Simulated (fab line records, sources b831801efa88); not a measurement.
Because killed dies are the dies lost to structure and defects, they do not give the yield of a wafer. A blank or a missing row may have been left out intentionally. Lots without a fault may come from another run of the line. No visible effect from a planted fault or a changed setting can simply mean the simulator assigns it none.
fab line records | flow sky130
record lots=5 wafers=15 last-day=50
route steps=708 shown RES_XHIGH@334 SD_N@342 PAD_OPEN@708
lots that met no fault: taken from a fault-free run of the same line
start-h: start of the lot's first displayed wafer, in hours after the record's first day | wait-h: hours elapsed since this lot's preceding step | " the same as in the row above | L1.1+2: a single row standing in for several wafers | - no value, or no start was given | * or withheld: withheld | < > ~ a bound
route shown NAME@n: names a module that has steps shown in the file, with the first one's number in the route | usual: mean/standard deviation taken from wafers without a fault | same: alike in all rows | chamber/n: place in a boat | sites: each site's reading | _std_site: the values' standard deviation | _edge_site: the outer-site mean with the inner-site mean subtracted | radius-mm: how far each site lies from the wafer's centre | mask NAME#n: copy n | behind: the last tool/chamber to shape the wafer | hold: reason for holding the lot/hours on hold/outcome of the hold | device: transistor that didn't switch, given as n, p or np | end of line: the tests these same wafers got at the end of their route | a step with no rows: only its recipe | killed: dies lost to structure and defects at the first sort, not the wafer's yield | map: per-die view of a wafer (x killed, . not killed, _ where there is no die)
set.NAME: the setting that was run; set.NAME@STEP: the one run at that earlier step | model.NAME: the simulator's own value behind a step, which no gauge read
certain route steps with their lots: each step a table, each wafer a row
services: the hour from which a tool's chamber was out of use, counted from the record's first day as start-h (under 0 if before that day), plus the number of hours and why
## steps
# step SKY_RES_XHIGH_COAT_02
# recipe resist=NOVOLAK spin-rpm=3000 resist-thk-nm=1140
# step SKY_RES_XHIGH_SOFTBAKE_03
# recipe temp-c=90 time-s=60 resist=NOVOLAK
# step SKY_RES_XHIGH_EXPOSE_04
# recipe mask-id=URPM na=0.6 source-shape=conventional sigma-outer=0.6 polarization=unpolarized target-cd-nm=1270 dose-mj=140
# step SKY_RES_XHIGH_PEB_05
# recipe temp-c=withheld time-s=* resist=NOVOLAK
# step SKY_RES_XHIGH_DEVELOP_06
# recipe resist=NOVOLAK developer=TMAH develop-time-s=60 dev-temp-c=23
# step SKY_RES_XHIGH_IMPLANT_07
# recipe species=BF2 energy-kev=20 dose-cm2=3.6e+14 tilt-deg=0
# step SKY_RES_XHIGH_STRIP_08
# recipe chemistry=O2/N2 power-w=1400 pressure-mtorr=1500 platen-temp-c=withheld o2-flow-sccm=3000 n2-flow-sccm=300 overash-fraction=0.5
# usual drypump-motor-current-A=5.9/0.45 o2-flow-sccm=2999/8.1 oes-product-au=0.711/0.0046 strip-time-to-endpoint-s=14.28/0.038
# columns lot.wafer tool chamber start-h wait-h drypump-motor-current-A o2-flow-sccm oes-product-au rf-hours-counter-h strip-time-to-endpoint-s
L252.4 plasma-asher-03 0 673.39 0.1 6.3 2995 0.713 - 14.24
L252.5 " 0 " " 6.3 3003 0.717 - 14.27
L252.6 " 1 " " 6.5 3003 0.711 - 14.28
L254.3 plasma-asher-02 1 689.14 0.1 6.1 2994 0.710 - 14.29
L254.4 " 0 " " 5.7 2996 0.712 - 14.28
L254.6 " 0 " " 5.7 3000 0.713 - 14.34
L262.3 plasma-asher-03 0 748.18 0.1 6.3 3008 0.714 - 14.27
L262.5 " 0 " " 6.3 2999 0.711 - 14.20
L262.6 " 1 " " 6.4 3000 0.714 - 14.22
L266.3 plasma-asher-01 0 779.24 0.1 5.2 3001 0.704 - 14.31
L266.5 " 0 " " 5.2 3001 0.712 - 14.31
L266.6 " 1 " " 5.7 2987 0.709 - 14.28
L269.1 plasma-asher-02 1 798.36 0.1 6.1 3002 0.705 37 14.28
L269.5 " 0 " " 5.7 3002 0.713 - 14.29
L269.6 " 1 " " 6.1 2999 0.711 - 14.33
# step SKY_RES_XHIGH_TW_MEAS_09
# usual RES_XHIGH_TW=1635/28
# columns lot.wafer tool chamber start-h wait-h RES_XHIGH_TW
L252.4 film-metro-01 - 673.48 0.1 1613
L252.5 " - " " 1610
L252.6 " - " " 1614
L254.3 film-metro-01 - 689.23 0.1 1612
L254.4 " - " " 1608
L254.6 " - " " 1618
L262.3 film-metro-04 - 748.26 0.1 1670
L262.5 " - " " 1675
L262.6 " - " " 1681
L266.3 film-metro-01 - 779.33 0.1 1599
L266.5 " - " " 1603
L266.6 " - " " 1605
L269.1 film-metro-04 - 798.46 0.1 1682
L269.5 " - " " 1661
L269.6 " - " " 1684
# step SKY_SD_N_DEHYDRATE_00
# recipe temp-c=200 time-s=60
# step SKY_SD_N_HMDS_01
# recipe prime-time-s=60 prime-temp-c=120
# step SKY_SD_N_COAT_02
# recipe resist=NOVOLAK spin-rpm=3000 resist-thk-nm=1140
# step SKY_SD_N_SOFTBAKE_03
# recipe temp-c=90 time-s=60 resist=NOVOLAK
# step SKY_SD_N_EXPOSE_04
# recipe mask-id=NSDM na=0.6 source-shape=conventional sigma-outer=0.6 polarization=unpolarized target-cd-nm=380 dose-mj=141
# usual exposure-dose-mJ-cm2=140.93/0.13
# columns lot.wafer tool chamber start-h wait-h mask exposure-dose-mJ-cm2
L252.4 iline-stepper-02 0 688.22 - NSDM#0 141.24
L252.5 " 0 " " NSDM#0 140.98
L252.6 " 0 " " NSDM#0 140.91
L254.3 iline-stepper-01 0 703.44 - NSDM#0 141.73
L254.4 " 0 " " NSDM#0 141.66
L254.6 " 0 " " NSDM#0 141.57
L262.3 iline-stepper-02 0 762.59 - NSDM#0 140.95
L262.5 " 0 " " NSDM#0 141.15
L262.6 " 0 " " NSDM#0 140.87
L266.3 iline-stepper-01 0 792.43 - NSDM#0 141.04
L266.5 " 0 " " NSDM#0 141.04
L266.6 " 0 " " NSDM#0 141.05
L269.1 iline-stepper-01 0 812.09 - NSDM#0 140.91
L269.5 " 0 " " NSDM#0 140.91
L269.6 " 0 " " NSDM#0 141.00
# step SKY_SD_N_PEB_05
# recipe temp-c=withheld time-s=* resist=NOVOLAK
# step SKY_PAD_OPEN_PROBE_99
# usual killed_at_M0_to_M3=43/6.7 killed_at_M4_up=3.2/2.1 killed-at-contacts=25/5.9 killed-at-front-end=16/4.7 killed-at-other=0.3/0.54 killed-dies=87/9.8 killed-on-rim=17/3.7 killed-open=47/6.7 killed-short=40/6.5
# same gross-dies=492 killed-at-back-side=0
# columns lot.wafer tool chamber start-h wait-h killed_at_M0_to_M3 killed_at_M4_up killed-at-contacts killed-at-front-end killed-at-other killed-dies killed-on-rim killed-open killed-short
L252.4 prober-02 - 1119.39 0.2 43 2 27 14 0 86 12 45 40
L252.5 prober-02 - 1119.44 0.2 39 4 22 24 0 89 19 42 44
L252.6 prober-02 - 1119.49 0.2 42 1 22 16 0 81 15 41 38
L254.6 prober-02 - 1130.53 0.2 46 2 27 16 0 91 18 51 40
L262.3 prober-02 - 1171.21 0.2 61 3 20 22 0 106 26 55 51
L262.5 prober-02 - 1171.31 0.2 45 3 26 27 1 102 25 54 48
L262.6 prober-02 - 1171.36 0.2 39 1 32 15 0 87 18 56 31
L266.3 prober-02 - 1188.95 0.2 48 7 17 16 0 88 17 41 47
L266.5 prober-02 - 1189.05 0.2 24 3 19 12 0 58 13 40 18
L266.6 prober-02 - 1189.10 0.2 38 11 22 20 0 91 19 46 45
L269.1 prober-01 - 1201.83 0.1 50 3 24 16 0 93 16 55 37
L269.5 prober-01 - 1202.03 0.2 42 1 29 18 0 90 15 52 38
L269.6 prober-01 - 1202.08 0.2 42 1 17 12 0 72 10 44 28
# killed by level:class
L252.4 VIA1:geometric-particle:open=14 CONTACT:geometric-particle:short=10 METAL1:geometric-particle:short=9 LI_CONTACT:geometric-particle:open=8 CONTACT:geometric-particle:open=4 VIA3:geometric-particle:open=4 FIELD_ISO:geometric-particle:short=3 POLY_GATE:geometric-particle:short=3
L252.5 VIA1:geometric-particle:open=10 LI_CONTACT:geometric-particle:open=9 FIELD_ISO:geometric-particle:short=7 VIA3:geometric-particle:open=7 VIA1:geometric-particle:short=5 LI_CONTACT:geometric-particle:short=5 METAL1:geometric-particle:short=5 POLY_GATE:geometric-particle:short=4
L252.6 LI_CONTACT:geometric-particle:open=8 METAL1:geometric-particle:short=7 VIA1:geometric-particle:short=7 POLY_GATE:geometric-particle:open=6 VIA1:geometric-particle:open=6 VIA3:geometric-particle:open=6 CONTACT:geometric-particle:open=5 LOCAL_INTERCONNECT:geometric-particle:short=4
L254.6 LI_CONTACT:geometric-particle:open=9 METAL1:geometric-particle:short=9 CONTACT:geometric-particle:open=8 VIA1:geometric-particle:open=7 FIELD_ISO:geometric-particle:open=5 CONTACT:geometric-particle:short=5 METAL2:geometric-particle:short=5 VIA2:geometric-particle:open=5
L262.3 VIA1:geometric-particle:open=16 VIA1:geometric-particle:short=13 FIELD_ISO:geometric-particle:short=8 VIA2:geometric-particle:open=8 LI_CONTACT:geometric-particle:open=7 METAL2:geometric-particle:short=7 FIELD_ISO:geometric-particle:open=6 CONTACT:geometric-particle:open=5
L262.5 CONTACT:geometric-particle:open=13 VIA3:geometric-particle:open=8 METAL1:geometric-particle:short=7 FIELD_ISO:geometric-particle:open=6 POLY_GATE:geometric-particle:short=6 VIA1:geometric-particle:open=6 METAL2:geometric-particle:short=6 FIELD_ISO:geometric-particle:short=5
L262.6 CONTACT:geometric-particle:open=14 VIA1:geometric-particle:open=11 LI_CONTACT:geometric-particle:open=9 VIA3:geometric-particle:short=5 VIA3:geometric-particle:open=4 FIELD_ISO:geometric-particle:open=4 LOCAL_INTERCONNECT:geometric-particle:short=4 METAL2:geometric-particle:short=4
L266.3 METAL1:geometric-particle:short=9 VIA2:geometric-particle:open=9 CONTACT:geometric-particle:open=7 METAL4:geometric-particle:short=7 VIA1:geometric-particle:open=5 VIA3:geometric-particle:open=5 POLY_GATE:geometric-particle:open=4 CONTACT:geometric-particle:short=4
L266.5 LI_CONTACT:geometric-particle:open=12 VIA1:geometric-particle:open=7 CONTACT:geometric-particle:open=6 FIELD_ISO:geometric-particle:open=3 POLY_GATE:geometric-particle:short=3 POLY_GATE:geometric-particle:open=3 VIA2:geometric-particle:open=3 METAL1:geometric-particle:short=3
L266.6 CONTACT:geometric-particle:open=10 VIA1:geometric-particle:open=10 METAL2:geometric-particle:short=8 METAL4:geometric-particle:short=7 FIELD_ISO:geometric-particle:open=6 POLY_GATE:geometric-particle:short=5 POLY_GATE:geometric-particle:open=5 FIELD_ISO:geometric-particle:short=4
L269.1 VIA1:geometric-particle:open=17 CONTACT:geometric-particle:open=9 FIELD_ISO:geometric-particle:short=7 VIA2:geometric-particle:open=7 LI_CONTACT:geometric-particle:open=6 VIA3:geometric-particle:open=6 VIA1:geometric-particle:short=5 METAL2:geometric-particle:short=5
L269.5 CONTACT:geometric-particle:open=10 POLY_GATE:geometric-particle:open=9 VIA1:geometric-particle:open=9 LI_CONTACT:geometric-particle:open=7 METAL1:geometric-particle:short=7 LOCAL_INTERCONNECT:geometric-particle:short=6 METAL2:geometric-particle:short=6 VIA2:geometric-particle:open=5
L269.6 VIA1:geometric-particle:open=11 LI_CONTACT:geometric-particle:open=8 VIA3:geometric-particle:open=8 CONTACT:geometric-particle:open=5 VIA1:geometric-particle:short=5 POLY_GATE:geometric-particle:short=4 VIA2:geometric-particle:open=3 METAL2:geometric-particle:open=3
## services
# columns tool chamber start-h hours kind
iline-stepper-01 - 695.33 3.5 repair
iline-stepper-02 0 751.77 - calibration
plasma-asher-01 - 755.24 1.5 repair
iline-stepper-01 - 761.61 8.9 pm
plasma-asher-03 - 766.98 2.8 pm
iline-stepper-02 - 772.82 4.4 pm
iline-stepper-01 - 798.53 1.7 pm
## key
first-sign step=SKY_SD_N_EXPOSE_04 reading=exposure-dose-mJ-cm2 direction=up sigmas=5.4 usual=* struck=*
effect none on later readings
met-at SKY_SD_N_EXPOSE_04
struck-wafers L254.3,L254.4,L254.6
tester-left-out L254
loop-trim step=SKY_SD_N_EXPOSE_04 setting=dose lots=L254
fault kind=process-parameter-drift tool=iline-stepper-01 chamber=- onset-h=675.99 steps=SKY_SD_N_EXPOSE_04 channel=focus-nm offset=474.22 spread-by-wafer=0.3 shape=step end-h=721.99
# tester-left-out: of these lots the tester's yield and bins aren't shown, on N5 and GAA mostly nor the transistor test; their killed dies are dies lost to structure and defects alone, not to doping, threshold or leakage, so they don't give the yield
# loop-trim: a control loop set the setting to another value than it would have without faults
